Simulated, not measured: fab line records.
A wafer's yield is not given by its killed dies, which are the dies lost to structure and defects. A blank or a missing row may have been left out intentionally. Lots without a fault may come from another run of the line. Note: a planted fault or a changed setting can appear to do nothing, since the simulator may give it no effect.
Chamber matching / flow gf180mcu / 4 sister chambers for GF_CONTACT_CMP_27 on cmp-02
The step polishes, stops on SiO2, t overpolish 15 s, target thk 0 nm. 4 wafers are shown with their chamber, then 8 later ones without.

## EACH WAFER AND ITS CHAMBER
wafer=L529.1; chamber=3; motor_current_A (A)=10.7
wafer=L533.3; chamber=2; motor_current_A (A)=9.7
wafer=L533.4; chamber=1; motor_current_A (A)=10.0
wafer=L534.2; chamber=0; motor_current_A (A)=12.4

## WAFERS WITHOUT THEIR CHAMBER
wafer=L534.5; motor_current_A (A)=9.4
wafer=L534.6; motor_current_A (A)=12.3
wafer=L536.1; motor_current_A (A)=9.7
wafer=L536.2; motor_current_A (A)=12.4
wafer=L536.5; motor_current_A (A)=10.1
wafer=L541.1; motor_current_A (A)=12.4
wafer=L541.3; motor_current_A (A)=9.5
wafer=L541.4; motor_current_A (A)=9.6

## EACH ONE'S CHAMBER
wafer=L534.5; from the rows above=2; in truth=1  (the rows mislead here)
wafer=L534.6; from the rows above=0; in truth=0
wafer=L536.1; from the rows above=2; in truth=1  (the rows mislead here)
wafer=L536.2; from the rows above=0; in truth=0
wafer=L536.5; from the rows above=1; in truth=1
wafer=L541.1; from the rows above=0; in truth=0
wafer=L541.3; from the rows above=2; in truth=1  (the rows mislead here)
wafer=L541.4; from the rows above=2; in truth=2
5 of 8 placed correctly. Left unplaced by these rows: 0. Placed wrongly: 3.
How it was worked out, from the rows above alone: a wafer's distance from a chamber is the root of the sum, over the readings, of the square of ((its reading less the chamber's mean) divided by the reading's scatter). If the next closest chamber is less than 2 further off than the closest, the wafer can't be placed; otherwise it belongs to the closest. The mean given for a chamber averages the wafers shown for that chamber. The scatter (one wafer shown for each chamber): square how far every hidden wafer sits from the nearest shown wafer, average those squares and take the square root.
